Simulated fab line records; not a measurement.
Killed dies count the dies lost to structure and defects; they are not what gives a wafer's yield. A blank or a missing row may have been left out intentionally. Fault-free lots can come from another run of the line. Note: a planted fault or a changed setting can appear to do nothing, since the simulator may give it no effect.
Check for tools in common | flow sky130 | Lots sampled 11, wafers sampled 33

REASON FOR OPENING
SKY_LDD_N_TW_MEAS_17, reading LDD_N_TW: flagged on 2 of 11 lots. Fault-free wafers read 2605, with a standard deviation of 15.
Rule: a lot is flagged when every wafer of it that has a number lies more than 4 standard deviations from that mean, or none has a number. The other lots count as sound.

lot  | measured     | on            | LDD_N_TW, wafer by wafer | flag
L924 | day 20 07:41 | film_metro-03 | 2621 2625 2609           |
L927 | day 21 09:02 | film_metro-04 | 2812 2815 2809           | FLAGGED
L926 | day 21 13:04 | film_metro-01 | 2862 2854 2845           | FLAGGED
L928 | day 21 13:44 | film_metro-04 | 2581 2574 2583           |
L933 | day 23 21:44 | film_metro-03 | 2601 2634 2608           |
L934 | day 24 00:23 | film_metro-04 | 2576 2582 2577           |
L935 | day 24 19:25 | film_metro-01 | 2606 2616 2604           |
L936 | day 25 00:56 | film_metro-03 | 2605 2600 2603           |
L938 | day 25 23:37 | film_metro-03 | 2615 2617 2605           |
L939 | day 26 07:11 | film_metro-03 | 2616 2595 2602           |
L940 | day 26 13:44 | film_metro-01 | 2606 2588 2606           |
The mean of the flagged lots' numbers is 2833, +228 from the usual (+15 standard deviations).

WHICH TOOL EACH LOT WENT THROUGH
The record holds 2 process steps before the reading, out of a route of 708 steps. Cell contents, in order: the tool; ch with the chambers the sampled wafers went through; the start.
lot  | flag    | SKY_LDD_N_IMPLANT_10            | SKY_LDD_N_STRIP_16
L924 |         | implanter-01 ch 0, day 20 06:43 | plasma_asher-04 ch 0,1, day 20 07:36
L927 | FLAGGED | implanter-03 ch 0, day 21 08:02 | plasma_asher-04 ch 1, day 21 08:55
L926 | FLAGGED | implanter-03 ch 0, day 21 12:04 | plasma_asher-02 ch 0,1, day 21 12:58
L928 |         | implanter-02 ch 0, day 21 12:44 | plasma_asher-03 ch 0,1, day 21 13:38
L933 |         | implanter-02 ch 0, day 23 20:46 | plasma_asher-04 ch 0,1, day 23 21:39
L934 |         | implanter-02 ch 0, day 23 22:55 | plasma_asher-02 ch 0,1, day 24 00:17
L935 |         | implanter-03 ch 0, day 24 18:25 | plasma_asher-04 ch 0,1, day 24 19:19
L936 |         | implanter-01 ch 0, day 24 23:56 | plasma_asher-03 ch 0,1, day 25 00:50
L938 |         | implanter-01 ch 0, day 25 22:37 | plasma_asher-04 ch 0,1, day 25 23:31
L939 |         | implanter-02 ch 0, day 26 06:11 | plasma_asher-02 ch 0,1, day 26 07:04
L940 |         | implanter-03 ch 0, day 26 12:44 | plasma_asher-02 ch 0,1, day 26 13:38
What these steps do:
- SKY_LDD_N_IMPLANT_10
- SKY_LDD_N_STRIP_16: strips in O2/N2.
- SKY_LDD_N_TW_MEAS_17

FLAGGED OVER TOTAL, TOOL BY TOOL (the gauges that took the reading come last)
step                 | tool            | lots run | flagged | share of the flagged lots | sound lots run after its first flagged lot
SKY_LDD_N_IMPLANT_10 | implanter-01    | 3        | 0       | none                      | -
SKY_LDD_N_IMPLANT_10 | implanter-02    | 4        | 0       | none                      | -
SKY_LDD_N_IMPLANT_10 | implanter-03    | 4        | 2       | all                       | 2 (L935,L940)
SKY_LDD_N_STRIP_16   | plasma_asher-02 | 4        | 1       | some                      | 3 (L934,L939,L940)
SKY_LDD_N_STRIP_16   | plasma_asher-03 | 2        | 0       | none                      | -
SKY_LDD_N_STRIP_16   | plasma_asher-04 | 5        | 1       | some                      | 3 (L933,L935,L938)
SKY_LDD_N_TW_MEAS_17 | film_metro-01   | 3        | 1       | some                      | 2 (L935,L940)
SKY_LDD_N_TW_MEAS_17 | film_metro-03   | 5        | 0       | none                      | -
SKY_LDD_N_TW_MEAS_17 | film_metro-04   | 3        | 1       | some                      | 2 (L928,L934)

WHAT THE TABLE ALLOWS
In the table, 1 row covers all flagged lots: implanter-03 at SKY_LDD_N_IMPLANT_10.
- implanter-03 at SKY_LDD_N_IMPLANT_10: 2 of its 4 lots flagged. Sound lots followed the first flagged one (L935, L940) on it, something a lasting fault affecting the whole tool could not allow. Its own readings (beam_on_s, dose_ions_cm2, faraday_current_uA) fall more than 4 standard deviations out on all wafers of the flagged lots.
None of the table's rows ran every flagged lot and, after the first, no sound lot.

WHAT WAS PUT IN BY THE SIMULATOR
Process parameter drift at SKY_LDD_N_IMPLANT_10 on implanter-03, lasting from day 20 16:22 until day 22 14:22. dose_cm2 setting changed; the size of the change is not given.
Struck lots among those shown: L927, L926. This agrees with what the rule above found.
